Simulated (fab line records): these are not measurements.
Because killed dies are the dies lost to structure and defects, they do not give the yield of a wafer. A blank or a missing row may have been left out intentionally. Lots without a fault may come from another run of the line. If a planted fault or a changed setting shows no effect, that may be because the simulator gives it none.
Chamber matching ; flow sky130 ; SKY_VIA4_CMP_02 on cmp-01: 4 sister chambers
The step polishes SiO2. 4 wafers are shown with their chamber, then 9 later ones without.

## WAFERS WITH THEIR CHAMBER
wafer;chamber;motor-current-A (A)
L371.2;3;13.2
L373.2;2;12.8
L373.3;1;14.2
L373.5;0;11.8

## WAFERS WITHOUT THEIR CHAMBER
wafer;motor-current-A (A)
L377.2;13.0
L377.3;11.8
L377.6;12.9
L378.1;12.3
L378.5;12.5
L378.6;11.3
L386.1;12.7
L386.4;14.0
L386.6;12.1

## WHICH CHAMBER EACH WENT THROUGH
wafer;from the rows above;in truth
L377.2;can't be placed: 2 or 3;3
L377.3;0;0
L377.6;can't be placed: 2 or 3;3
L378.1;can't be placed: 0 or 2 or 3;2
L378.5;can't be placed: 2 or 0 or 3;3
L378.6;0;0
L386.1;can't be placed: 2 or 3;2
L386.4;1;1
L386.6;can't be placed: 0 or 2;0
Correct placement for 3 of the 9. These rows do not allow placing 6 (true chamber among the candidates in 6). Wrongly placed: 0.
How it was worked out, from the rows above alone: a wafer's distance from a chamber is the root of the sum, over the readings, of the square of ((its reading less the chamber's mean) divided by the reading's scatter). If the next closest chamber is less than 2 further off than the closest, the wafer can't be placed; otherwise it belongs to the closest. A chamber's mean is the mean of its shown wafers. The scatter: with one shown wafer a chamber, the root of the mean of the squares of how far each hidden wafer lies from its nearest shown one.
